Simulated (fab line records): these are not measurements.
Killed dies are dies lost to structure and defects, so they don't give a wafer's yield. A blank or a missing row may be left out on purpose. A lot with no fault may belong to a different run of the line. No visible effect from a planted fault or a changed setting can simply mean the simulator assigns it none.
Comparing a struck lot with a sound one :: flow sky130 :: 15 out of 708 route steps
Sound: these wafers, L627.1, L627.2, L627.3. Wafers L634.2, L634.3, L634.5 were the ones struck. At the end, the cause is stated.
Each step with rows lists, per side, the tool, then ch with its chambers, then its first start. Under that, the readings that differ: sound wafers :: struck wafers :: difference of the means :: sigmas: that difference in standard deviations of wafers without a fault.
alike: same words and numbers on both sides, and readings whose means sit less than 2 such deviations apart. not compared: any withheld reading, any reading some wafer has no value for, any bound like >300 that may hide the same value, and any number with overlapping values for which the record gives no deviation.
A row with sigmas, a row that says differs or no value, or rows on one side alone: a step with any of these is where the two part. Non-overlapping numbers with no deviation appear without sigmas and do not part them. Lack of a reading on every wafer of one side parts them only where that side has two or more wafers.

first, 2 steps without rows for these wafers: SKY_METAL3_CLEAN_22 (cleans in O3/DIW); SKY_VIA3_HDPCVD_00 (deposits SiO2, target thk 1635 nm, time 272.5 s).
SKY_VIA3_THK_MEAS_01:
  struck on filmMetro-01, day 42 10:54; sound on filmMetro-01, day 40 11:21
  alike: VIA3_HDPCVD_THK
SKY_VIA3_CMP_02: polishes SiO2.
  sound on cmp-01 ch 1,2,3, day 40 11:25; struck on cmp-02 ch 0,1, day 42 10:57
  alike: motorCurrentA
SKY_VIA3_BOW_MEAS_03:
  struck on filmMetro-01, day 42 11:16; sound on filmMetro-04, day 40 11:43
  alike: VIA3_BOW
then, 7 steps without rows for these wafers: SKY_VIA3_DEHYDRATE_04 (time 60 s); SKY_VIA3_HMDS_05 (prime time 60 s); SKY_VIA3_COAT_06 (resist thk 60 nm); SKY_VIA3_COAT_07 (resist thk 450 nm); SKY_VIA3_SOFTBAKE_08 (time 90 s); SKY_VIA3_EXPOSE_09 (exposes mask VIM3, target cd 200 nm); SKY_VIA3_PEB_10.
SKY_VIA3_DEVELOP_11: develop time 60 s.
  sound on lithoTrack-01 ch 0, day 41 12:00; struck on lithoTrack-01 ch 0, day 43 10:00
reading: developerTempC (C)
sound: 21.14 20.87 20.93
struck: 20.34 20.27 20.19
difference: -0.71
sigmas: -7
SKY_VIA3_CD_MEAS_12: target cd 200 nm.
  struck on cdSem-02, day 43 10:39; sound on cdSem-01, day 41 12:35
  alike: cdNm
-- the record jumps here: 6 days lie between the struck wafers' starts before and after (it left off in module VIA3 and takes up again in module PAD_OPEN, whose first step shown is number 708 of the route) --
SKY_PAD_OPEN_PROBE_99:
  struck on prober-01, day 49 03:44; sound on prober-01, day 47 12:49
reading: model.etest.nfet_16v.rOnOhmUm
sound: 1.428e+04 1.431e+04 1.428e+04
struck: 1.404e+04 1.384e+04 1.395e+04
difference: -3.467e+02
sigmas: 
  alike: killed_at_M0_to_M3, killed_at_M4_up, killedAtContacts, killedAtFrontEnd, killedAtOther, killedDies, killedOnRim, killedOpen, killedShort
  not compared: model.etest.pfet_16v.rOnOhmUm, model.etest.tipSonos.rsOhmSq, model.etest.pfetG5v0d10v5.rOnOhmUm, model.etest.nfetG5v0d10v5.rOnOhmUm, model.etest.nfetG5v0d10v5.driveUaUm, model.etest.nfet_05v0_nvt.driveUaUm, model.etest.pfetG5v0d10v5.driveUaUm

## WHERE THEY PART
Only at SKY_VIA3_DEVELOP_11, within this record. Later steps at which nothing parts them and some readings are alike: SKY_VIA3_CD_MEAS_12, SKY_PAD_OPEN_PROBE_99.

WHY: whatever the simulator had introduced
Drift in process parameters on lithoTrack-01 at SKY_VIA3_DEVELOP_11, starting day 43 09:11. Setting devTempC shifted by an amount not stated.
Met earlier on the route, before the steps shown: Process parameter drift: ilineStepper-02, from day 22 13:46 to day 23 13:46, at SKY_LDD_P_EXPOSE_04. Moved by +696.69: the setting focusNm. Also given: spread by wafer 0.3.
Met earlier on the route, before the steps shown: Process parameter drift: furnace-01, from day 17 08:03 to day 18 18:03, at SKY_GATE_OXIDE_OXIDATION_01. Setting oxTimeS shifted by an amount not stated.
